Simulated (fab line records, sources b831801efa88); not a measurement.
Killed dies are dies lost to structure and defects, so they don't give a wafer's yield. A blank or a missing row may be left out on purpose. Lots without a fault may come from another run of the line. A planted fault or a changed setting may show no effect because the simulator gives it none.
fab line records | flow sky130
record lots=6 wafers=18 last_day=50
route steps=708 shown LDD_P@263 LDD_HVN@267 LDD_HVP@278 PAD_OPEN@708
lots that met no fault: from a run of the same line without faults
start_h: hours from the record's first day to the start of the lot's first wafer shown | wait_h: hours since the lot's step before | " the same as in the row above | L1.1+2: a row that stands for several wafers | - no value, or no start given | * or withheld: withheld | < > ~ a bound
route shown NAME@n: a module of which the file shows steps, and the number in the route of the first | usual: mean/standard deviation of fault-free wafers | same: alike in all rows | chamber/n: place in a boat | sites: the reading at each site | _std_site: their standard deviation | _edge_site: outer sites' mean less inner sites' | radius_mm: how far each site lies from the wafer's centre | mask NAME#n: copy n | behind: the tool/chamber that last shaped the wafer | hold: why the lot was held/for how many hours/how that ended | device: the transistor (n, p or np) that didn't switch | end of line: the same wafers' tests at the end of the route | a step without rows: its recipe alone | killed: dies lost to structure and defects at the first sort, not the wafer's yield | map: a wafer's dies, x killed, . not, _ none there
set.NAME: the setting as run; set.NAME@STEP: as run at that earlier step | model.NAME: the simulator's own value behind a step, which no gauge read
lots at some steps of the route; a table a step, a row a wafer
services: from which hour (start_h, from the record's first day; less than 0 if before it) a tool's chamber was out of use, for how many hours, and why
## steps
# step SKY_LDD_P_OVL_MEAS_08
# usual LDD_P_OVL=-0.6/1.4
# columns lot.wafer tool chamber start_h wait_h LDD_P_OVL[nm]
L749.1 overlay-01 - 431.06 0.1 2.6
L749.2 " - " " 2.0
L749.3 " - " " 1.6
L760.4 overlay-02 - 591.48 0.1 0.6
L760.5 " - " " -1.3
L760.6 " - " " -1.2
L762.1 overlay-02 - 595.21 0.1 0.5
L762.4 " - " " -0.2
L762.5 " - " " -1.7
L767.1 overlay-01 - 611.01 0.1 -3.3
L767.3 " - " " -2.2
L767.5 " - " " -2.6
L769.2 overlay-01 - 626.83 0.1 1.0
L769.3 " - " " 2.5
L769.4 " - " " 1.0
L770.1 overlay-01 - 634.36 0.1 1.3
L770.2 " - " " 0.8
L770.3 " - " " 1.1
# step SKY_LDD_P_IMPLANT_09
# recipe species=BF2 energy_kev=25 dose_cm2=1e+13 tilt_deg=withheld
# step SKY_LDD_P_STRIP_10
# recipe chemistry=O2/N2 power_w=1400 pressure_mtorr=1500 platen_temp_c=withheld o2_flow_sccm=3000 n2_flow_sccm=300 overash_fraction=0.5
# usual drypump_motor_current_A=6.0/0.58 oes_product_au=0.715/0.0047 strip_time_to_endpoint_s=14.18/0.044
# columns lot.wafer tool chamber start_h wait_h drypump_motor_current_A oes_product_au rf_hours_counter_h strip_time_to_endpoint_s
L749.1 plasma_asher-03 0 431.24 0.1 5.7 0.707 0 14.23
L749.2 " 1 " " 6.3 0.716 0 14.22
L749.3 " 0 " " 5.6 0.721 - 14.25
L760.4 plasma_asher-04 1 591.68 0.1 6.8 0.716 - 14.14
L760.5 " 1 " " 6.8 0.716 - 14.12
L760.6 " 0 " " 5.2 0.718 - 14.14
L762.1 plasma_asher-04 1 595.40 0.1 6.7 0.716 86 14.18
L762.4 " 0 " " 5.2 0.721 - 14.19
L762.5 " 1 " " 6.7 0.711 - 14.19
L767.1 plasma_asher-03 0 611.19 0.1 5.7 0.715 19 14.22
L767.3 " 0 " " 5.6 0.713 - 14.21
L767.5 " 0 " " 5.6 0.713 - 14.16
L769.2 plasma_asher-04 0 627.01 0.1 5.2 0.716 89 14.20
L769.3 " 1 " " 6.8 0.718 - 14.22
L769.4 " 0 " " 5.2 0.717 - 14.17
L770.1 plasma_asher-04 1 634.54 0.1 6.7 0.714 90 14.15
L770.2 " 0 " " 5.2 0.725 90 14.15
L770.3 " 0 " " 5.2 0.713 - 14.14
# step SKY_LDD_P_TW_MEAS_11
# usual LDD_P_TW=644/5.3
# columns lot.wafer tool chamber start_h wait_h LDD_P_TW
L749.1 film_metro-01 - 431.34 0.1 645
L749.2 " - " " 645
L749.3 " - " " 647
L760.4 film_metro-02 - 591.77 0.1 641
L760.5 " - " " 638
L760.6 " - " " 637
L762.1 film_metro-01 - 595.50 0.1 638
L762.4 " - " " 641
L762.5 " - " " 642
L767.1 film_metro-01 - 611.29 0.1 645
L767.3 " - " " 642
L767.5 " - " " 644
L769.2 film_metro-04 - 627.12 0.1 654
L769.3 " - " " 656
L769.4 " - " " 658
L770.1 film_metro-02 - 634.64 0.1 640
L770.2 " - " " 642
L770.3 " - " " 638
# step SKY_LDD_HVN_DEHYDRATE_00
# recipe temp_c=200 time_s=60
# step SKY_LDD_HVN_HMDS_01
# recipe prime_time_s=60 prime_temp_c=120
# step SKY_LDD_HVN_COAT_02
# recipe resist=NOVOLAK spin_rpm=3000 resist_thk_nm=300
# step SKY_LDD_HVN_SOFTBAKE_03
# recipe temp_c=90 time_s=60 resist=NOVOLAK
# step SKY_LDD_HVN_EXPOSE_04
# recipe mask_id=HVNTM na=0.6 source_shape=conventional sigma_outer=0.6 polarization=unpolarized target_cd_nm=700 dose_mj=127
# step SKY_LDD_HVN_PEB_05
# recipe temp_c=withheld time_s=* resist=NOVOLAK
# step SKY_LDD_HVN_DEVELOP_06
# recipe resist=NOVOLAK developer=TMAH develop_time_s=60 dev_temp_c=23
# step SKY_LDD_HVN_OVL_MEAS_07
# usual LDD_HVN_OVL=0.0/1.3
# columns lot.wafer tool chamber start_h wait_h LDD_HVN_OVL[nm]
L749.1 overlay-01 - 462.80 0.1 1.6
L749.2 " - " " 1.8
L749.3 " - " " 1.8
L760.4 overlay-01 - 621.32 0.1 1.2
L760.5 " - " " 0.6
L760.6 " - " " 3.4
L762.1 overlay-02 - 625.25 0.1 0.9
L762.4 " - " " -1.9
L762.5 " - " " 0.7
L767.1 overlay-01 - 641.80 0.1 2.7
L767.3 " - " " 1.6
L767.5 " - " " 2.9
L769.2 overlay-01 - 655.69 0.1 1.6
L769.3 " - " " 1.5
L769.4 " - " " 0.8
L770.1 overlay-01 - 662.30 0.1 1.1
L770.2 " - " " -0.5
L770.3 " - " " -0.6
# step SKY_LDD_HVN_IMPLANT_08
# recipe species=P energy_kev=60 dose_cm2=3e+13 tilt_deg=40
# usual beam_energy_keV=60.007/0.019 beam_on_s=10.02/0.21
# columns lot.wafer tool chamber start_h wait_h beam_energy_keV beam_on_s model.implant.rp_nm model.implant.drp_nm
L749.1 implanter-03 0 462.84 0.0 59.994 10.27 56.4 28.15
L749.2 " 0 " " 60.016 9.74 56.4 28.15
L749.3 " 0 " " 59.997 10.04 56.4 28.15
L760.4 implanter-03 0 621.41 0.1 48.317 9.84 44.68 23.44
L760.5 " 0 " " 48.330 10.03 44.68 23.44
L760.6 " 0 " " 48.307 10.18 44.68 23.44
L762.1 implanter-03 0 625.29 0.0 48.318 10.13 45.53 23.44
L762.4 " 0 " " 48.308 10.22 45.53 23.44
L762.5 " 0 " " 48.274 10.15 45.53 23.44
L767.1 implanter-04 0 641.84 0.0 60.002 9.73 54.07 28.15
L767.3 " 0 " " 59.993 10.38 54.07 28.15
L767.5 " 0 " " 60.026 10.03 54.07 28.15
L769.2 implanter-01 0 655.75 0.0 60.001 10.37 56.48 28.15
L769.3 " 0 " " 60.006 10.17 56.48 28.15
L769.4 " 0 " " 60.009 10.21 56.48 28.15
L770.1 implanter-04 0 662.34 0.0 60.005 9.68 56.31 28.15
L770.2 " 0 " " 60.008 10.07 56.31 28.15
L770.3 " 0 " " 59.997 9.82 56.31 28.15
# step SKY_LDD_HVN_STRIP_09
# recipe chemistry=O2/N2 power_w=1400 pressure_mtorr=1500 platen_temp_c=withheld o2_flow_sccm=3000 n2_flow_sccm=300 overash_fraction=0.5
# usual drypump_motor_current_A=6.2/0.48 oes_product_au=0.409/0.0043 strip_time_to_endpoint_s=4.136/0.018
# columns lot.wafer tool chamber start_h wait_h drypump_motor_current_A oes_product_au rf_hours_counter_h strip_time_to_endpoint_s
L749.1 plasma_asher-01 0 462.99 0.1 6.3 0.404 38 4.130
L749.2 " 1 " " 6.4 0.403 38 4.119
L749.3 " 1 " " 6.4 0.411 - 4.137
L760.4 plasma_asher-02 0 621.52 0.1 5.8 0.415 - 4.156
L760.5 " 0 " " 5.8 0.410 - 4.142
L760.6 " 1 " " 6.2 0.409 - 4.146
L762.1 plasma_asher-01 0 625.44 0.1 6.3 0.415 55 4.143
L762.4 " 1 " " 6.4 0.419 - 4.114
L762.5 " 0 " " 6.3 0.415 - 4.137
L767.1 plasma_asher-02 1 641.99 0.1 6.2 0.406 79 4.161
L767.3 " 0 " " 5.9 0.407 - 4.149
L767.5 " 0 " " 5.8 0.408 - 4.159
L769.2 plasma_asher-01 0 655.87 0.1 6.3 0.410 58 4.161
L769.3 " 1 " " 6.4 0.415 - 4.138
L769.4 " 0 " " 6.3 0.410 - 4.168
L770.1 plasma_asher-04 1 662.49 0.1 6.8 0.411 93 4.121
L770.2 " 0 " " 5.2 0.412 93 4.121
L770.3 " 1 " " 6.8 0.406 - 4.104
# step SKY_LDD_HVN_TW_MEAS_10
# usual LDD_HVN_TW=1462/21
# columns lot.wafer tool chamber start_h wait_h LDD_HVN_TW
L749.1 film_metro-01 - 463.09 0.1 1470
L749.2 " - " " 1464
L749.3 " - " " 1460
L760.4 film_metro-04 - 621.62 0.1 1399
L760.5 " - " " 1390
L760.6 " - " " 1401
L762.1 film_metro-04 - 625.54 0.1 1406
L762.4 " - " " 1404
L762.5 " - " " 1401
L767.1 film_metro-01 - 642.09 0.1 1468
L767.3 " - " " 1470
L767.5 " - " " 1460
L769.2 film_metro-01 - 655.98 0.1 1450
L769.3 " - " " 1456
L769.4 " - " " 1447
L770.1 film_metro-04 - 662.59 0.1 1482
L770.2 " - " " 1488
L770.3 " - " " 1486
# step SKY_LDD_HVP_DEHYDRATE_00
# recipe temp_c=200 time_s=60
# step SKY_PAD_OPEN_PROBE_99
# usual killed_at_M0_to_M3=43/7.3 killed_at_M4_up=3.4/1.7 killed_at_contacts=24/4.5 killed_at_front_end=16/4.4 killed_at_other=0.2/0.51 killed_dies=86/9.7 killed_open=46/6.6 killed_short=39/7.1
# same gross_dies=492 killed_at_back_side=0
# columns lot.wafer tool chamber start_h wait_h killed_at_M0_to_M3 killed_at_M4_up killed_at_contacts killed_at_front_end killed_at_other killed_dies killed_open killed_short model.etest.tip_n_5v.rs_ohm_sq model.etest.nfet_g5v0d10v5.r_on_ohm_um model.etest.nfet_g5v0d10v5.drive_ua_um model.etest.nfet_g5v0d10v5.vt_sat_v model.etest.nfet_g5v0d10v5.vt_v
L749.1 prober-01 - 1076.68 0.1 41 3 19 26 0 89 49 38 1388 1886 612.3 0.7607 0.8181
L749.2 prober-01 - 1076.73 0.1 46 3 21 10 0 80 44 35 1395 1873 607.8 0.7557 0.8186
L749.3 prober-01 - 1076.78 0.2 33 1 23 13 0 70 44 25 1385 1873 605.6 0.7658 0.8239
L760.4 prober-01 - 1180.61 0.2 37 1 26 25 1 90 41 49 1557 1941 583.8 0.7976 0.8485
L760.5 prober-01 - 1180.66 0.2 50 0 23 16 0 89 52 37 1557 1928 592.9 0.7894 0.8334
L760.6 prober-01 - 1180.71 0.2 57 1 25 18 0 101 54 47 1568 1937 592.6 0.7918 0.8384
L762.1 prober-01 - 1181.96 0.1 33 3 15 13 0 64 35 29 1525 1947 583.4 0.7996 0.8503
L762.4 prober-01 - 1182.11 0.2 39 5 23 17 0 84 61 22 1511 1955 575.2 0.7936 0.8473
L762.5 prober-01 - 1182.16 0.2 44 3 23 6 0 76 41 35 1512 1945 576.5 0.7961 0.8497
L767.1 prober-01 - 1190.90 0.1 49 7 19 19 0 94 49 45 1436 1874 610.1 0.7682 0.8185
L767.3 prober-01 - 1191.00 0.2 60 3 30 18 1 112 52 59 1434 1856 616.5 0.7669 0.8199
L767.5 prober-01 - 1191.10 0.2 53 5 18 19 0 95 46 48 1430 1922 595.2 0.778 0.8335
L769.2 prober-01 - 1197.62 0.1 42 6 13 15 0 76 43 33 1396 1861 605.1 0.7656 0.8242
L769.3 prober-01 - 1197.67 0.2 42 7 23 12 1 85 41 44 1398 1875 611 0.7685 0.8232
L769.4 prober-01 - 1197.72 0.2 36 4 24 7 0 71 32 39 1401 1900 594.8 0.7786 0.8379
L770.1 prober-01 - 1203.05 0.1 36 5 22 20 0 83 40 41 1405 1903 603.2 0.7683 0.8202
L770.2 prober-01 - 1203.10 0.1 41 8 25 12 0 86 48 38 1400 1883 611 0.7591 0.8115
L770.3 prober-01 - 1203.15 0.2 42 3 29 17 0 91 48 42 1405 1881 609.3 0.7699 0.8255
# killed by level:class
L749.1 VIA2:geometric_particle:open=14 VIA1:geometric_particle:open=8 FIELD_ISO:geometric_particle:short=7 FIELD_ISO:geometric_particle:open=6 CONTACT:geometric_particle:short=5 CONTACT:geometric_particle:open=5 VIA3:geometric_particle:open=5 POLY_GATE:geometric_particle:short=4
L749.2 VIA1:geometric_particle:open=14 CONTACT:geometric_particle:open=7 VIA2:geometric_particle:open=7 VIA3:geometric_particle:open=6 POLY_GATE:geometric_particle:short=4 LI_CONTACT:geometric_particle:open=4 LOCAL_INTERCONNECT:geometric_particle:short=4 METAL1:geometric_particle:short=4
L749.3 CONTACT:geometric_particle:open=13 VIA3:geometric_particle:open=8 VIA2:geometric_particle:open=5 VIA1:geometric_particle:short=4 VIA1:geometric_particle:open=4 FIELD_ISO:geometric_particle:short=3 FIELD_ISO:geometric_particle:open=3 POLY_GATE:geometric_particle:open=3
L760.4 LI_CONTACT:geometric_particle:open=10 VIA1:geometric_particle:open=10 FIELD_ISO:geometric_particle:short=9 LOCAL_INTERCONNECT:geometric_particle:short=6 VIA1:geometric_particle:short=6 FIELD_ISO:geometric_particle:open=5 VIA2:geometric_particle:open=5 CONTACT:geometric_particle:short=4
L760.5 VIA1:geometric_particle:open=19 VIA2:geometric_particle:open=8 LI_CONTACT:geometric_particle:open=7 CONTACT:geometric_particle:open=7 METAL1:geometric_particle:short=7 VIA3:geometric_particle:short=5 POLY_GATE:geometric_particle:short=4 LI_CONTACT:geometric_particle:short=4
L760.6 CONTACT:geometric_particle:open=11 METAL1:geometric_particle:short=10 VIA1:geometric_particle:open=10 VIA3:geometric_particle:open=7 METAL2:geometric_particle:short=6 VIA2:geometric_particle:short=6 FIELD_ISO:geometric_particle:short=5 FIELD_ISO:geometric_particle:open=5
L762.1 VIA1:geometric_particle:open=11 CONTACT:geometric_particle:open=6 METAL1:geometric_particle:short=5 POLY_GATE:geometric_particle:open=4 METAL2:geometric_particle:short=4 FIELD_ISO:geometric_particle:open=3 LOCAL_INTERCONNECT:geometric_particle:open=3 POLY_GATE:geometric_particle:short=3
L762.4 VIA1:geometric_particle:open=11 LI_CONTACT:geometric_particle:open=10 CONTACT:geometric_particle:open=9 VIA2:geometric_particle:open=8 VIA3:geometric_particle:open=7 METAL4:geometric_particle:open=5 SPACER:geometric_particle:open=4 VIA2:geometric_particle:short=4
L762.5 VIA1:geometric_particle:open=9 VIA2:geometric_particle:open=9 CONTACT:geometric_particle:open=8 VIA1:geometric_particle:short=6 LI_CONTACT:geometric_particle:open=5 LOCAL_INTERCONNECT:geometric_particle:short=5 METAL2:geometric_particle:short=4 VIA2:geometric_particle:short=4
L767.1 VIA2:geometric_particle:open=11 VIA1:geometric_particle:open=9 METAL2:geometric_particle:short=6 LI_CONTACT:geometric_particle:open=6 CONTACT:geometric_particle:open=6 FIELD_ISO:geometric_particle:short=4 POLY_GATE:geometric_particle:short=4 VIA1:geometric_particle:short=4
L767.3 VIA1:geometric_particle:open=16 CONTACT:geometric_particle:short=11 CONTACT:geometric_particle:open=11 METAL2:geometric_particle:short=9 VIA1:geometric_particle:short=9 VIA2:geometric_particle:open=6 POLY_CUT:geometric_particle:short=5 LI_CONTACT:geometric_particle:open=5
L767.5 VIA2:geometric_particle:open=13 LI_CONTACT:geometric_particle:open=8 POLY_GATE:geometric_particle:short=7 VIA1:geometric_particle:short=6 METAL2:geometric_particle:short=6 VIA2:geometric_particle:short=6 VIA3:geometric_particle:open=6 CONTACT:geometric_particle:open=5
L769.2 POLY_GATE:geometric_particle:open=8 METAL1:geometric_particle:short=8 VIA3:geometric_particle:open=8 VIA1:geometric_particle:open=7 METAL2:geometric_particle:short=6 CONTACT:geometric_particle:open=4 CONTACT:geometric_particle:short=4 FIELD_ISO:geometric_particle:open=3
L769.3 METAL2:geometric_particle:short=12 VIA1:geometric_particle:open=11 LI_CONTACT:geometric_particle:open=8 METAL4:geometric_particle:short=7 CONTACT:geometric_particle:short=5 VIA2:geometric_particle:open=5 VIA3:geometric_particle:open=5 LI_CONTACT:geometric_particle:short=4
L769.4 VIA1:geometric_particle:open=7 LOCAL_INTERCONNECT:geometric_particle:short=7 METAL2:geometric_particle:short=7 CONTACT:geometric_particle:open=6 POLY_GATE:geometric_particle:short=5 VIA1:geometric_particle:short=5 VIA2:geometric_particle:open=5 LI_CONTACT:geometric_particle:short=4
L770.1 VIA1:geometric_particle:open=11 CONTACT:geometric_particle:short=6 VIA1:geometric_particle:short=6 VIA2:geometric_particle:open=6 CONTACT:geometric_particle:open=5 FIELD_ISO:geometric_particle:open=4 POLY_GATE:geometric_particle:short=4 POLY_GATE:geometric_particle:open=4
L770.2 VIA1:geometric_particle:open=11 CONTACT:geometric_particle:open=9 METAL2:geometric_particle:short=9 VIA2:geometric_particle:open=6 LI_CONTACT:geometric_particle:open=6 CONTACT:geometric_particle:short=5 VIA1:geometric_particle:short=4 METAL4:geometric_particle:short=4
L770.3 VIA1:geometric_particle:open=9 CONTACT:geometric_particle:short=9 CONTACT:geometric_particle:open=9 VIA2:geometric_particle:open=8 LI_CONTACT:geometric_particle:open=7 FIELD_ISO:geometric_particle:short=6 METAL1:geometric_particle:short=6 METAL2:geometric_particle:short=6
## services
# columns tool chamber start_h hours kind
implanter-04 - 410.45 1.2 repair
plasma_asher-03 - 421.25 9.0 pm
plasma_asher-03 0 421.25 9.0 vent_cycle
plasma_asher-03 1 421.25 9.0 vent_cycle
plasma_asher-03 0 430.25 - clean
implanter-03 - 432.55 3.9 pm
implanter-01 - 441.46 0.7 repair
plasma_asher-02 - 455.86 28.1 pm
implanter-01 - 461.47 3.6 pm
implanter-04 - 468.76 1.0 repair
implanter-03 - 482.96 1.0 repair
plasma_asher-03 - 487.14 0.8 repair
plasma_asher-01 - 497.35 7.7 repair
implanter-03 - 511.51 2.8 pm
implanter-03 - 514.97 5.4 repair
plasma_asher-04 - 517.48 14.6 pm
implanter-01 - 520.20 3.1 repair
implanter-04 - 551.00 4.1 pm
implanter-03 - 553.64 2.4 repair
implanter-03 - 574.33 1.5 repair
implanter-03 - 594.88 1.8 repair
plasma_asher-02 - 596.10 1.3 repair
implanter-01 - 643.83 2.3 repair
implanter-03 - 660.89 2.9 repair
## key
first_sign step=SKY_LDD_HVN_IMPLANT_08 reading=beam_energy_keV direction=down sigmas=99+ usual=* struck=*
effect step=SKY_LDD_HVN_TW_MEAS_10 reading=LDD_HVN_TW direction=down sigmas=3 usual=1462 struck=1400
model_effect step=SKY_LDD_HVN_IMPLANT_08 value=implant.rp_nm without=56.16 struck=45.1
model_effect step=SKY_PAD_OPEN_PROBE_99 value=etest.tip_n_5v.rs_ohm_sq without=1387 struck=1538
met_at SKY_LDD_HVN_IMPLANT_08
struck_wafers L760.4,L760.5,L760.6,L762.1,L762.4,L762.5
tester_left_out L760,L762
onset_between 462.84 621.41
fault kind=process_parameter_drift tool=implanter-03 chamber=- onset_h=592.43 steps=SKY_LDD_HVN_IMPLANT_08 channel=energy_kev offset=* shape=step end_h=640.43 acts_in=* stated=*
# tester_left_out: of these lots the tester's yield and bins aren't shown, on N5 and GAA mostly nor the transistor test; their killed dies are dies lost to structure and defects alone, not to doping, threshold or leakage, so they don't give the yield
